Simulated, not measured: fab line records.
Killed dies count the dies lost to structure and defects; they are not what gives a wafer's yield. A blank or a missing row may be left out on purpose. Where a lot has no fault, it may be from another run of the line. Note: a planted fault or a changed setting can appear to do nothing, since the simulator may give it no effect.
Chamber matching + flow sky130 + 4 sister chambers for SKY_VIA3_CMP_02 on cmp-01
The step polishes SiO2. 4 wafers are shown with their chamber, then 8 later ones without.

WAFERS WITH THEIR CHAMBER
| wafer  | chamber | motor-current-A (A) |
|--------|---------|---------------------|
| L729.2 | 0       | 12.4                |
| L745.2 | 2       | 9.5                 |
| L745.5 | 3       | 11.6                |
| L746.2 | 1       | 10.9                |

WAFERS WITHOUT THEIR CHAMBER
| wafer  | motor-current-A (A) |
|--------|---------------------|
| L746.3 | 11.5                |
| L746.5 | 12.3                |
| L748.3 | 12.6                |
| L748.4 | 9.0                 |
| L748.6 | 11.7                |
| L751.1 | 9.3                 |
| L751.2 | 12.0                |
| L751.3 | 13.0                |

EACH ONE'S CHAMBER
| wafer  | from the rows above     | in truth |
|--------|-------------------------|----------|
| L746.3 | can't be placed: 3 or 1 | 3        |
| L746.5 | can't be placed: 0 or 3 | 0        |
| L748.3 | 0                       | 0        |
| L748.4 | 2                       | 2        |
| L748.6 | can't be placed: 3 or 0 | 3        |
| L751.1 | 2                       | 2        |
| L751.2 | can't be placed: 0 or 3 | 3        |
| L751.3 | 0                       | 0        |
Placed correctly: 4 of 8. From these rows, 4 cannot be placed; in 4 the true chamber is one of the candidates. Number placed wrongly: 0.
How it was worked out, from the rows above alone: a wafer's distance from a chamber is the root of the sum, over the readings, of the square of ((its reading less the chamber's mean) divided by the reading's scatter). If the next closest chamber is less than 2 further off than the closest, the wafer can't be placed; otherwise it belongs to the closest. For every chamber, the mean is computed from those of its wafers that are shown. The scatter (one wafer shown for each chamber): square how far every hidden wafer sits from the nearest shown wafer, average those squares and take the square root.
